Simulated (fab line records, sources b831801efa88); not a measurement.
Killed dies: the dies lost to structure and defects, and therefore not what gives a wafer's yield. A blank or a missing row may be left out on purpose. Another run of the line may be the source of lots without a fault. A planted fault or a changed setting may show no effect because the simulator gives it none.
Which tool is to blame? | flow gf180mcu | 10 lots, 30 wafers sampled, at 6 steps of a route of 602

== WHAT THE GAUGES READ, wafer by wafer ==
GF_MVSD_OVL_MEAS_07. Usual: MVSD_OVL 0.0 nm, standard deviation 1.3.
lot  | measured    | on         | MVSD_OVL (nm)  | flag
L208 | day 4 09:31 | overlay-02 | -0.3 0.7 -0.3  |
L212 | day 5 07:50 | overlay-02 | -1.9 0.4 -0.7  |
L213 | day 5 18:37 | overlay-01 | -0.7 -1.7 -1.4 |
L214 | day 5 21:41 | overlay-01 | -2.4 -1.3 0.1  |
L218 | day 6 19:41 | overlay-01 | 0.2 0.5 1.3    |
L220 | day 7 07:24 | overlay-02 | -1.3 0.6 -0.2  |
L221 | day 7 10:19 | overlay-02 | 0.7 1.6 2.0    |
L223 | day 8 01:08 | overlay-02 | 2.2 3.1 1.9    |
L226 | day 8 16:52 | overlay-01 | 0.6 1.3 0.2    |
L229 | day 9 11:32 | overlay-02 | -0.8 -1.6 -2.7 |

GF_HV_LDD_THK_MEAS_55. Usual: HV_LDD_CVD_54_THK 9.95 nm, standard deviation 0.14.
lot  | measured     | on            | HV_LDD_CVD_54_THK (nm) | flag
L208 | day 12 18:44 | film-metro-01 | 9.99 10.12 10.00       |
L212 | day 14 00:07 | film-metro-02 | 9.84 9.88 9.84         |
L213 | day 14 09:31 | film-metro-01 | 10.12 9.89 10.04       |
L214 | day 14 13:38 | film-metro-02 | 9.74 9.84 9.60         |
L218 | day 15 18:12 | film-metro-01 | 10.11 9.88 10.01       |
L220 | day 16 10:08 | film-metro-02 | 10.02 10.02 10.10      |
L221 | day 16 13:13 | film-metro-01 | 9.79 9.78 9.60         |
L223 | day 17 09:52 | film-metro-01 | 10.02 9.89 10.03       |
L226 | day 18 06:52 | film-metro-01 | 10.29 9.95 10.08       |
L229 | day 19 06:11 | film-metro-01 | 9.96 10.02 10.03       |

GF_SALICIDE_THK_MEAS_05: measures by xrf. Usual: SALICIDE_TIN_THK 20.04 nm, standard deviation 0.24.
lot  | measured     | on            | SALICIDE_TIN_THK (nm) | flag
L208 | day 15 11:52 | film-metro-02 | 19.98 19.74 19.78     |
L212 | day 16 19:43 | film-metro-01 | 19.62 19.70 19.69     |
L213 | day 17 07:32 | film-metro-01 | 20.19 20.25 20.44     |
L214 | day 17 10:59 | film-metro-02 | 20.16 20.21 19.89     |
L218 | day 18 18:01 | film-metro-01 | 19.90 20.31 20.22     |
L220 | day 19 11:41 | film-metro-01 | 20.42 20.37 19.92     |
L221 | day 19 13:54 | film-metro-02 | 20.07 20.05 19.82     |
L223 | day 20 12:27 | film-metro-02 | 20.11 19.98 20.01     |
L226 | day 21 08:58 | film-metro-01 | 20.38 20.15 20.25     |
L229 | day 22 08:44 | film-metro-01 | 20.31 20.23 20.23     |

GF_MIM_RS_MEAS_10: uses a four-point probe to measure. Usual: MIM_ALCU_RS 0.1601 ohm/sq, standard deviation 0.0012.
lot  | measured     | on            | MIM_ALCU_RS (ohm/sq) | flag
L208 | day 24 19:38 | film-metro-04 | 0.1607 0.1613 0.1606 |
L212 | day 26 00:47 | film-metro-04 | 0.1593 0.1592 0.1596 |
L213 | day 26 12:02 | film-metro-04 | 0.1592 0.1588 0.1568 |
L214 | day 26 16:49 | film-metro-03 | 0.1609 0.1600 0.1607 |
L218 | day 27 19:07 | film-metro-02 | 0.1611 0.1622 0.1609 |
L220 | day 28 09:22 | film-metro-04 | 0.1600 0.1602 0.1621 |
L221 | day 28 11:00 | film-metro-03 | 0.1516 0.1519 0.1505 | OFF
L223 | day 29 05:19 | film-metro-04 | 0.1526 0.1522 0.1519 | OFF
L226 | day 29 21:31 | film-metro-02 | 0.1595 0.1598 0.1589 |
L229 | day 30 16:04 | film-metro-04 | 0.1608 0.1604 0.1580 |

GF_MIM_THK_MEAS_11: measures by xrf. Usual: MIM_ALCU_THK 201.8 nm, standard deviation 1.7.
lot  | measured     | on            | MIM_ALCU_THK (nm) | flag
L208 | day 24 19:44 | film-metro-04 | 201.4 200.4 201.7 |
L212 | day 26 00:55 | film-metro-04 | 202.6 202.9 202.3 |
L213 | day 26 12:08 | film-metro-04 | 202.5 202.6 205.2 |
L214 | day 26 16:56 | film-metro-03 | 200.7 202.8 200.4 |
L218 | day 27 19:14 | film-metro-02 | 201.4 199.0 201.5 |
L220 | day 28 09:27 | film-metro-04 | 202.5 202.2 200.2 |
L221 | day 28 11:07 | film-metro-03 | 210.9 211.8 213.0 | OFF
L223 | day 29 05:26 | film-metro-04 | 211.0 211.2 212.5 | OFF
L226 | day 29 21:38 | film-metro-02 | 202.6 202.3 203.3 |
L229 | day 30 16:10 | film-metro-04 | 200.0 202.0 203.8 |

== TOOL THAT RAN EACH LOT (tool first, then ch and the chambers of the sampled wafers, then the start) ==
lot  | GF_MIM_SPUTTER_08
L208 | pvd-sputter-04, day 24 19:32
L212 | pvd-sputter-02, day 26 00:44
L213 | pvd-sputter-02, day 26 11:57
L214 | pvd-sputter-01, day 26 16:45
L218 | pvd-sputter-04, day 27 19:03
L220 | pvd-sputter-02, day 28 09:15
L221 | pvd-sputter-04, day 28 10:57
L223 | pvd-sputter-04, day 29 05:16
L226 | pvd-sputter-02, day 29 21:28
L229 | pvd-sputter-01, day 30 15:58
- GF_MIM_SPUTTER_08: material AlCu, target thk 200 nm, time 10.6 s.

== AS READ BY THE TOOLS THEMSELVES (means over the sampled wafers that have a number; for cases with no such wafer, the mark the record gives instead) ==
GF_MIM_SPUTTER_08. Usual: cathode-dc-power-W 10600 W, standard deviation 1.9; throttle-valve-pct 29.2 %, standard deviation 1.1.
lot  | tool           | cathode-dc-power-W (W) | throttle-valve-pct (%) | flag
L208 | pvd-sputter-04 | 10600                  | 29.4                   |
L212 | pvd-sputter-02 | 10600                  | 29.5                   |
L213 | pvd-sputter-02 | 10599                  | 29.2                   |
L214 | pvd-sputter-01 | 10600                  | 28.4                   |
L218 | pvd-sputter-04 | 10602                  | 29.4                   |
L220 | pvd-sputter-02 | 10600                  | 29.0                   |
L221 | pvd-sputter-04 | 11150                  | 28.9                   | OFF
L223 | pvd-sputter-04 | 11150                  | 29.5                   | OFF
L226 | pvd-sputter-02 | 10599                  | 29.3                   |
L229 | pvd-sputter-01 | 10601                  | 28.7                   |

== THE ANSWER, worked out from the rows above alone ==
Rule: a lot counts as off when the mean over its wafers that have a number is more than 3 standard deviations away from the usual mean. A lot without any number at a reading at which 4 lots or more have one is off too. The other lots that the step has rows for count as sound. Order of review: gauges by route order, followed by the tools' own readings, for which a lot's mean as printed above is used. The first step at which some lot is off is used, and at that step the reading that is off furthest; a lot without a number counts as furthest.
Off: L221, L223, seen at GF_MIM_RS_MEAS_10 (MIM_ALCU_RS).
A tool fits if, at a process step before that reading, it ran every lot that is off, and no sound lot after the first of them. Not tried: the gauges at GF_MIM_RS_MEAS_10; whatever is off there is also off at GF_MIM_SPUTTER_08, on other tools, and gauge error can't account for it. One candidate fits, namely pvd-sputter-04 at GF_MIM_SPUTTER_08. Its last sound lot is L218 (day 27 19:03), its first lot that is off L221 (day 28 10:57): a fault that began between those two fits.
The tool's own readings at GF_MIM_SPUTTER_08 bear it out: on the lots that are off they differ by more than 5 times the standard deviation of the sound lots' means. cathode-dc-power-W reads 11150 W there against 10600 W on the sound lots.

== WHAT HAD BEEN PUT IN BY THE SIMULATOR ==
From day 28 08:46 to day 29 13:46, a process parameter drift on pvd-sputter-04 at GF_MIM_SPUTTER_08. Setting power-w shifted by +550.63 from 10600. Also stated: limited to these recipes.
Shown lots that were struck: L221, L223. The same result came from the rule above.
